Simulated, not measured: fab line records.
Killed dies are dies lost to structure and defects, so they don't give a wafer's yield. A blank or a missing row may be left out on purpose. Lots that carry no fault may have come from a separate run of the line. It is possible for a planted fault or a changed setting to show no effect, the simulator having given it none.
fab line records + flow sky130
record
- lots=14
- wafers=42
- last_day=51
route steps=708 shown POLY_CUT@316 SD_N@350 LI_CONTACT@365
lots untouched by any fault: they come from a run of this same line in which no faults occurred
start_h: hours from the record's opening day to when the first of the lot's shown wafers began + wait_h: time in hours since the lot's previous step + " same as the row above + L1.1+2: a single row standing in for several wafers + - no value present, or no start provided + * or withheld: withheld + < > ~ a bound
route shown NAME@n: a module of which the file shows steps, and the number in the route of the first + usual: average and standard deviation across the fault-free wafers + same: alike in all rows + chamber/n: place in a boat + sites: per-site readings + _std_site: standard deviation across them + _edge_site: the outer-site mean with the inner-site mean subtracted + radius_mm: for every site, how far away it sits from the centre of the wafer + mask NAME#n: copy n + behind: the most recent tool/chamber to have shaped the wafer + hold: cause of the lot's hold/its duration in hours/its outcome + device: which transistor (n, p or np) failed to switch + end of line: the route-end tests of the same wafers + a step with no rows: only its recipe + killed: count of dies lost to structure and defects at first sort (not the wafer's yield) + map: the dies of a wafer, with x for killed, . for not killed, _ for no die there
set.NAME: setting as actually run; set.NAME@STEP: the setting as run at that earlier step + model.NAME: the simulator's own value behind a step, which no gauge read
the route's steps for a sample of lots (tables are steps, rows are wafers)
services: when a tool's chamber went out of use (start_h, in hours from the record's first day, below 0 if earlier), for how many hours, and the reason
## steps
# step SKY_POLY_CUT_OVL_MEAS_09
# usual
- POLY_CUT_OVL=-2/5.9
| lot.wafer | tool       | chamber | start_h | wait_h | POLY_CUT_OVL[nm] |
|-----------|------------|---------|---------|--------|------------------|
| L774.3    | overlay-02 | -       | 582.77  | 0.1    | 9                |
| L774.5    | "          | -       | "       | "      | -6               |
| L774.6    | "          | -       | "       | "      | -6               |
| L777.3    | overlay-01 | -       | 611.69  | 0.1    | -4               |
| L777.4    | "          | -       | "       | "      | -11              |
| L777.5    | "          | -       | "       | "      | -3               |
| L780.1    | overlay-01 | -       | 637.64  | 0.1    | -6               |
| L780.3    | "          | -       | "       | "      | 5                |
| L780.6    | "          | -       | "       | "      | 0                |
| L781.3    | overlay-01 | -       | 648.57  | 0.1    | 4                |
| L781.4    | "          | -       | "       | "      | -1               |
| L781.6    | "          | -       | "       | "      | -2               |
| L782.1    | overlay-01 | -       | 650.76  | 0.1    | -9               |
| L782.2    | "          | -       | "       | "      | -5               |
| L782.5    | "          | -       | "       | "      | -7               |
| L783.2    | overlay-01 | -       | 660.39  | 0.1    | 1                |
| L783.5    | "          | -       | "       | "      | -2               |
| L783.6    | "          | -       | "       | "      | 3                |
| L785.1    | overlay-01 | -       | 673.99  | 0.1    | -9               |
| L785.2    | "          | -       | "       | "      | -8               |
| L785.5    | "          | -       | "       | "      | -8               |
| L789.1    | overlay-02 | -       | 705.71  | 0.1    | -6               |
| L789.4    | "          | -       | "       | "      | -12              |
| L789.5    | "          | -       | "       | "      | -6               |
| L791.3    | overlay-01 | -       | 730.14  | 0.1    | 1                |
| L791.5    | "          | -       | "       | "      | -4               |
| L791.6    | "          | -       | "       | "      | 3                |
| L792.2    | overlay-02 | -       | 732.66  | 0.1    | 2                |
| L792.4    | "          | -       | "       | "      | 0                |
| L792.5    | "          | -       | "       | "      | 7                |
| L793.1    | overlay-02 | -       | 735.53  | 0.1    | -1               |
| L793.4    | "          | -       | "       | "      | 2                |
| L793.6    | "          | -       | "       | "      | 4                |
| L794.1    | overlay-02 | -       | 741.69  | 0.1    | 0                |
| L794.4    | "          | -       | "       | "      | 1                |
| L794.6    | "          | -       | "       | "      | 6                |
| L795.1    | overlay-02 | -       | 754.71  | 0.1    | -6               |
| L795.3    | "          | -       | "       | "      | -11              |
| L795.5    | "          | -       | "       | "      | -18              |
| L796.2    | overlay-01 | -       | 763.54  | 0.1    | 0                |
| L796.4    | "          | -       | "       | "      | 7                |
| L796.6    | "          | -       | "       | "      | 1                |
# step SKY_SD_N_OVL_MEAS_08
# usual
- SD_N_OVL=-0.1/1.3
| lot.wafer | tool       | chamber | start_h | wait_h | SD_N_OVL[nm] |
|-----------|------------|---------|---------|--------|--------------|
| L774.3    | overlay-02 | -       | 671.49  | 0.1    | -0.1         |
| L774.5    | "          | -       | "       | "      | 0.8          |
| L774.6    | "          | -       | "       | "      | 0.5          |
| L777.3    | overlay-02 | -       | 701.40  | 0.1    | -0.4         |
| L777.4    | "          | -       | "       | "      | -1.5         |
| L777.5    | "          | -       | "       | "      | -0.8         |
| L780.1    | overlay-02 | -       | 723.38  | 0.1    | -1.0         |
| L780.3    | "          | -       | "       | "      | -1.2         |
| L780.6    | "          | -       | "       | "      | -0.1         |
| L781.3    | overlay-02 | -       | 733.64  | 0.1    | -0.1         |
| L781.4    | "          | -       | "       | "      | 0.1          |
| L781.6    | "          | -       | "       | "      | -1.0         |
| L782.1    | overlay-01 | -       | 735.38  | 0.1    | 0.7          |
| L782.2    | "          | -       | "       | "      | 1.6          |
| L782.5    | "          | -       | "       | "      | 1.6          |
| L783.2    | overlay-01 | -       | 744.54  | 0.1    | -0.1         |
| L783.5    | "          | -       | "       | "      | -0.1         |
| L783.6    | "          | -       | "       | "      | -0.6         |
| L785.1    | overlay-01 | -       | 759.44  | 0.1    | -2.4         |
| L785.2    | "          | -       | "       | "      | 0.2          |
| L785.5    | "          | -       | "       | "      | 1.5          |
| L789.1    | overlay-01 | -       | 788.50  | 0.1    | 3.0          |
| L789.4    | "          | -       | "       | "      | 2.1          |
| L789.5    | "          | -       | "       | "      | 2.2          |
| L791.3    | overlay-02 | -       | 812.74  | 0.1    | -3.2         |
| L791.5    | "          | -       | "       | "      | -1.9         |
| L791.6    | "          | -       | "       | "      | -2.8         |
| L792.2    | overlay-01 | -       | 814.54  | 0.1    | 0.2          |
| L792.4    | "          | -       | "       | "      | 0.1          |
| L792.5    | "          | -       | "       | "      | 1.4          |
| L793.1    | overlay-01 | -       | 817.48  | 0.1    | 1.2          |
| L793.4    | "          | -       | "       | "      | -1.0         |
| L793.6    | "          | -       | "       | "      | 0.6          |
| L794.1    | overlay-01 | -       | 823.83  | 0.1    | 0.1          |
| L794.4    | "          | -       | "       | "      | 0.8          |
| L794.6    | "          | -       | "       | "      | 0.1          |
| L795.1    | overlay-01 | -       | 836.74  | 0.1    | 1.5          |
| L795.3    | "          | -       | "       | "      | -0.2         |
| L795.5    | "          | -       | "       | "      | -1.1         |
| L796.2    | overlay-02 | -       | 844.90  | 0.1    | -0.9         |
| L796.4    | "          | -       | "       | "      | -2.3         |
| L796.6    | "          | -       | "       | "      | 0.8          |
# step SKY_SD_N_STRIP_11
# recipe
- chemistry=O2/N2
- power_w=1400
- pressure_mtorr=1500
- platen_temp_c=withheld
- o2_flow_sccm=3000
- n2_flow_sccm=300
- overash_fraction=0.5
# usual
- chamber_pressure_mTorr=1500.2/1.3
- drypump_motor_current_A=5.7/0.3
- n2_flow_sccm=300.0/0.82
- oes_product_au=0.527/0.0042
- strip_time_to_endpoint_s=22.55/0.039
| lot.wafer | tool            | chamber | start_h | wait_h | chamber_pressure_mTorr | drypump_motor_current_A | n2_flow_sccm | oes_product_au | rf_hours_counter_h | strip_time_to_endpoint_s |
|-----------|-----------------|---------|---------|--------|------------------------|-------------------------|--------------|----------------|--------------------|--------------------------|
| L774.3    | plasma_asher-04 | 0       | 671.85  | 0.1    | 1500.4                 | 5.2                     | 298.4        | 0.530          | -                  | 22.58                    |
| L774.5    | "               | 0       | "       | "      | 1497.7                 | 5.2                     | 300.0        | 0.525          | -                  | 22.60                    |
| L774.6    | "               | 1       | "       | "      | 1499.6                 | 5.9                     | 300.7        | 0.524          | -                  | 22.59                    |
| L777.3    | plasma_asher-02 | 1       | 701.76  | 0.1    | 1499.0                 | 5.6                     | 300.1        | 0.516          | -                  | 22.54                    |
| L777.4    | "               | 0       | "       | "      | 1502.1                 | 6.1                     | 299.7        | 0.522          | -                  | 22.57                    |
| L777.5    | "               | 1       | "       | "      | 1497.2                 | 5.6                     | 299.4        | 0.518          | -                  | 22.56                    |
| L780.1    | plasma_asher-01 | 0       | 723.71  | 0.1    | 1501.0                 | 6.0                     | 301.4        | 0.526          | 104                | 22.52                    |
| L780.3    | "               | 0       | "       | "      | 1499.8                 | 6.0                     | 299.0        | 0.516          | -                  | 22.53                    |
| L780.6    | "               | 0       | "       | "      | 1503.1                 | 6.0                     | 300.6        | 0.524          | -                  | 22.52                    |
| L781.3    | plasma_asher-04 | 0       | 734.00  | 0.1    | -                      | -                       | -            | -              | -                  | -                        |
| L781.4    | "               | 1       | "       | "      | -                      | -                       | -            | -              | -                  | -                        |
| L781.6    | "               | 1       | "       | "      | -                      | -                       | -            | -              | -                  | -                        |
| L782.1    | plasma_asher-04 | 0       | 735.71  | 0.1    | -                      | -                       | -            | -              | -                  | -                        |
| L782.2    | "               | 1       | "       | "      | -                      | -                       | -            | -              | -                  | -                        |
| L782.5    | "               | 0       | "       | "      | -                      | -                       | -            | -              | -                  | -                        |
| L783.2    | plasma_asher-04 | 1       | 744.87  | 0.1    | 1499.5                 | 5.8                     | 299.6        | 0.534          | 29                 | 22.50                    |
| L783.5    | "               | 0       | "       | "      | 1500.2                 | 5.2                     | 301.0        | 0.530          | -                  | 22.48                    |
| L783.6    | "               | 1       | "       | "      | 1502.2                 | 5.8                     | 299.1        | 0.521          | -                  | 22.50                    |
| L785.1    | plasma_asher-02 | 1       | 759.77  | 0.1    | 1502.0                 | 5.6                     | 299.7        | 0.531          | 94                 | 22.58                    |
| L785.2    | "               | 0       | "       | "      | 1500.3                 | 6.1                     | 299.0        | 0.527          | 94                 | 22.58                    |
| L785.5    | "               | 0       | "       | "      | 1501.0                 | 6.1                     | 298.9        | 0.524          | -                  | 22.59                    |
| L789.1    | plasma_asher-02 | 1       | 788.83  | 0.1    | 1499.9                 | 5.6                     | 299.5        | 0.525          | 97                 | 22.54                    |
| L789.4    | "               | 0       | "       | "      | 1501.6                 | 6.1                     | 299.8        | 0.528          | -                  | 22.59                    |
| L789.5    | "               | 0       | "       | "      | 1500.4                 | 6.1                     | 298.1        | 0.532          | -                  | 22.52                    |
| L791.3    | plasma_asher-02 | 1       | 813.10  | 0.1    | 1498.9                 | 5.6                     | 300.4        | 0.523          | -                  | 22.57                    |
| L791.5    | "               | 1       | "       | "      | 1501.2                 | 5.6                     | 299.3        | 0.529          | -                  | 22.55                    |
| L791.6    | "               | 0       | "       | "      | 1500.5                 | 6.1                     | 300.6        | 0.531          | -                  | 22.58                    |
| L792.2    | plasma_asher-02 | 0       | 814.87  | 0.1    | 1500.3                 | 6.1                     | 299.0        | 0.527          | 99                 | 22.58                    |
| L792.4    | "               | 1       | "       | "      | 1499.2                 | 5.6                     | 299.9        | 0.529          | -                  | 22.55                    |
| L792.5    | "               | 0       | "       | "      | 1501.5                 | 6.0                     | 300.1        | 0.526          | -                  | 22.64                    |
| L793.1    | plasma_asher-04 | 0       | 817.81  | 0.1    | 1499.3                 | 5.2                     | 300.1        | 0.525          | 37                 | 22.47                    |
| L793.4    | "               | 0       | "       | "      | 1498.2                 | 5.1                     | 300.0        | 0.524          | -                  | 22.52                    |
| L793.6    | "               | 1       | "       | "      | 1501.1                 | 5.9                     | 300.2        | 0.529          | -                  | 22.52                    |
| L794.1    | plasma_asher-01 | 1       | 824.16  | 0.1    | 1497.1                 | 5.8                     | 300.7        | 0.534          | 7                  | 22.57                    |
| L794.4    | "               | 1       | "       | "      | 1500.9                 | 5.8                     | 300.2        | 0.521          | -                  | 22.59                    |
| L794.6    | "               | 1       | "       | "      | 1501.2                 | 5.8                     | 299.9        | 0.532          | -                  | 22.58                    |
| L795.1    | plasma_asher-02 | 0       | 837.07  | 0.1    | 1501.2                 | 6.1                     | 300.8        | 0.530          | 102                | 22.54                    |
| L795.3    | "               | 0       | "       | "      | 1500.1                 | 6.1                     | 300.8        | 0.522          | -                  | 22.52                    |
| L795.5    | "               | 1       | "       | "      | 1500.8                 | 5.6                     | 300.1        | 0.527          | -                  | 22.53                    |
| L796.2    | plasma_asher-02 | 0       | 845.23  | 0.1    | 1499.5                 | 6.1                     | 299.4        | 0.523          | 103                | 22.56                    |
| L796.4    | "               | 1       | "       | "      | 1499.8                 | 5.6                     | 299.8        | 0.530          | -                  | 22.51                    |
| L796.6    | "               | 0       | "       | "      | 1498.8                 | 6.1                     | 301.3        | 0.527          | -                  | 22.54                    |
# step SKY_SD_N_RS_MEAS_16
# recipe
- thk_meas_gauge=four-point-probe
# usual
- SD_N_RS=68.50/0.11
| lot.wafer | tool          | chamber | start_h | wait_h | SD_N_RS[ohm/sq] |
|-----------|---------------|---------|---------|--------|-----------------|
| L774.3    | film_metro-01 | -       | 672.24  | 0.1    | 68.40           |
| L774.5    | "             | -       | "       | "      | 68.49           |
| L774.6    | "             | -       | "       | "      | 68.51           |
| L777.3    | film_metro-03 | -       | 702.15  | 0.1    | 68.62           |
| L777.4    | "             | -       | "       | "      | 68.58           |
| L777.5    | "             | -       | "       | "      | 68.64           |
| L780.1    | film_metro-04 | -       | 724.10  | 0.1    | 68.45           |
| L780.3    | "             | -       | "       | "      | 68.37           |
| L780.6    | "             | -       | "       | "      | 68.66           |
| L781.3    | film_metro-04 | -       | 734.39  | 0.1    | 68.42           |
| L781.4    | "             | -       | "       | "      | 68.61           |
| L781.6    | "             | -       | "       | "      | 68.41           |
| L782.1    | film_metro-03 | -       | 736.10  | 0.1    | 68.55           |
| L782.2    | "             | -       | "       | "      | 68.59           |
| L782.5    | "             | -       | "       | "      | 68.49           |
| L783.2    | film_metro-04 | -       | 745.28  | 0.1    | 68.62           |
| L783.5    | "             | -       | "       | "      | 68.47           |
| L783.6    | "             | -       | "       | "      | 68.50           |
| L785.1    | film_metro-01 | -       | 760.33  | 0.1    | 68.38           |
| L785.2    | "             | -       | "       | "      | 68.27           |
| L785.5    | "             | -       | "       | "      | 68.48           |
| L789.1    | film_metro-01 | -       | 789.22  | 0.1    | 68.37           |
| L789.4    | "             | -       | "       | "      | 68.42           |
| L789.5    | "             | -       | "       | "      | 68.34           |
| L791.3    | film_metro-01 | -       | 813.49  | 0.1    | 68.40           |
| L791.5    | "             | -       | "       | "      | 68.52           |
| L791.6    | "             | -       | "       | "      | 68.45           |
| L792.2    | film_metro-04 | -       | 815.28  | 0.1    | 68.58           |
| L792.4    | "             | -       | "       | "      | 68.49           |
| L792.5    | "             | -       | "       | "      | 68.36           |
| L793.1    | film_metro-04 | -       | 818.20  | 0.1    | 68.49           |
| L793.4    | "             | -       | "       | "      | 68.28           |
| L793.6    | "             | -       | "       | "      | 68.42           |
| L794.1    | film_metro-04 | -       | 824.55  | 0.1    | 68.60           |
| L794.4    | "             | -       | "       | "      | 68.62           |
| L794.6    | "             | -       | "       | "      | 68.48           |
| L795.1    | film_metro-04 | -       | 837.46  | 0.1    | 68.72           |
| L795.3    | "             | -       | "       | "      | 68.76           |
| L795.5    | "             | -       | "       | "      | 68.80           |
| L796.2    | film_metro-01 | -       | 845.64  | 0.1    | 68.47           |
| L796.4    | "             | -       | "       | "      | 68.41           |
| L796.6    | "             | -       | "       | "      | 68.50           |
# step SKY_LI_CONTACT_BOW_MEAS_03
# recipe
- mode=bow
# usual
- LI_CONTACT_BOW=55/7.1
| lot.wafer | tool          | chamber | start_h | wait_h | hold                     | LI_CONTACT_BOW[um] |
|-----------|---------------|---------|---------|--------|--------------------------|--------------------|
| L774.3    | film_metro-04 | -       | 673.08  | 0.2    | -                        | 56                 |
| L774.5    | "             | -       | "       | "      | -                        | 69                 |
| L774.6    | "             | -       | "       | "      | -                        | 57                 |
| L777.3    | film_metro-03 | -       | 702.99  | 0.2    | -                        | 61                 |
| L777.4    | "             | -       | "       | "      | -                        | 51                 |
| L777.5    | "             | -       | "       | "      | -                        | 55                 |
| L780.1    | film_metro-03 | -       | 724.94  | 0.2    | -                        | 51                 |
| L780.3    | "             | -       | "       | "      | -                        | 51                 |
| L780.6    | "             | -       | "       | "      | -                        | 48                 |
| L781.3    | film_metro-03 | -       | 735.23  | 0.1    | -                        | 50                 |
| L781.4    | "             | -       | "       | "      | -                        | 50                 |
| L781.6    | "             | -       | "       | "      | -                        | 53                 |
| L782.1    | film_metro-03 | -       | 736.94  | 0.1    | await_dispo/0.2h/release | 51                 |
| L782.2    | "             | -       | "       | "      | await_dispo/0.2h/release | 40                 |
| L782.5    | "             | -       | "       | "      | await_dispo/0.2h/release | 38                 |
| L782.1    | film_metro-03 | -       | 737.22  | 0.3    | -                        | -                  |
| L782.2    | "             | -       | "       | "      | -                        | -                  |
| L782.5    | "             | -       | "       | "      | -                        | -                  |
| L783.2    | film_metro-03 | -       | 746.36  | 0.3    | -                        | 50                 |
| L783.5    | "             | -       | "       | "      | -                        | 59                 |
| L783.6    | "             | -       | "       | "      | -                        | 49                 |
| L785.1    | film_metro-03 | -       | 761.18  | 0.1    | -                        | 53                 |
| L785.2    | "             | -       | "       | "      | -                        | 53                 |
| L785.5    | "             | -       | "       | "      | -                        | 66                 |
| L789.1    | film_metro-03 | -       | 790.06  | 0.2    | -                        | 64                 |
| L789.4    | "             | -       | "       | "      | -                        | 48                 |
| L789.5    | "             | -       | "       | "      | -                        | 47                 |
| L791.3    | film_metro-04 | -       | 814.33  | 0.1    | -                        | 58                 |
| L791.5    | "             | -       | "       | "      | -                        | 72                 |
| L791.6    | "             | -       | "       | "      | -                        | 54                 |
| L792.2    | film_metro-03 | -       | 816.13  | 0.2    | -                        | 49                 |
| L792.4    | "             | -       | "       | "      | -                        | 53                 |
| L792.5    | "             | -       | "       | "      | -                        | 65                 |
| L793.1    | film_metro-01 | -       | 819.04  | 0.2    | -                        | 60                 |
| L793.4    | "             | -       | "       | "      | -                        | 62                 |
| L793.6    | "             | -       | "       | "      | -                        | 52                 |
| L794.1    | film_metro-01 | -       | 825.69  | 0.1    | -                        | 56                 |
| L794.4    | "             | -       | "       | "      | -                        | 51                 |
| L794.6    | "             | -       | "       | "      | -                        | 55                 |
| L795.1    | film_metro-04 | -       | 838.30  | 0.1    | -                        | 47                 |
| L795.3    | "             | -       | "       | "      | -                        | 52                 |
| L795.5    | "             | -       | "       | "      | -                        | 60                 |
| L796.2    | film_metro-01 | -       | 846.48  | 0.3    | -                        | 48                 |
| L796.4    | "             | -       | "       | "      | -                        | 68                 |
| L796.6    | "             | -       | "       | "      | -                        | 51                 |
## services
| tool            | chamber | start_h | hours | kind       |
|-----------------|---------|---------|-------|------------|
| plasma_asher-02 | -       | 669.32  | 1.7   | repair     |
| plasma_asher-04 | -       | 694.38  | 2.0   | repair     |
| plasma_asher-01 | -       | 716.47  | 2.8   | pm         |
| plasma_asher-01 | -       | 733.67  | 12.8  | repair     |
| plasma_asher-01 | -       | 746.46  | 9.0   | pm         |
| plasma_asher-01 | 0       | 746.46  | 9.0   | vent_cycle |
| plasma_asher-01 | 1       | 746.46  | 9.0   | vent_cycle |
| plasma_asher-01 | 0       | 755.46  | -     | clean      |
| plasma_asher-01 | 1       | 755.46  | -     | clean      |
| plasma_asher-02 | -       | 806.72  | 0.6   | repair     |
| plasma_asher-04 | -       | 830.16  | 7.1   | repair     |
## key
first_sign
- step=SKY_SD_N_STRIP_11
- reading=tool_record
- direction=missing
effect
- step=SKY_LI_CONTACT_BOW_MEAS_03
- reading=visit
- direction=added
met_at SKY_SD_N_STRIP_11
struck_lots L781,L782
later_rows_left_out L781.3,L781.4,L781.6,L782.1,L782.2,L782.5
sort_left_out L781.3,L781.4,L781.6,L782.1,L782.2,L782.5
tester_left_out L781,L782
not_acting_at SKY_POLY_CUT_OVL_MEAS_09,SKY_SD_N_OVL_MEAS_08,SKY_SD_N_RS_MEAS_16
onset_between 671.85 734.00
fault
- kind=skipped_step_whole
- tool=plasma_asher-04
- chamber=-
- onset_h=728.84
- steps=SKY_SD_N_STRIP_11
- scope=struck_lots_only
# tester_left_out: of these lots the tester's yield and bins aren't shown, on N5 and GAA mostly nor the transistor test; their killed dies are dies lost to structure and defects alone, not to doping, threshold or leakage, so they don't give the yield
# sort_left_out: the simulated sort isn't trusted on such a fault, so these wafers' sort isn't shown, and their yield isn't known
# later_rows_left_out: the simulator's readings of these wafers behind a module that went badly wrong aren't trusted and aren't shown, but for the sort
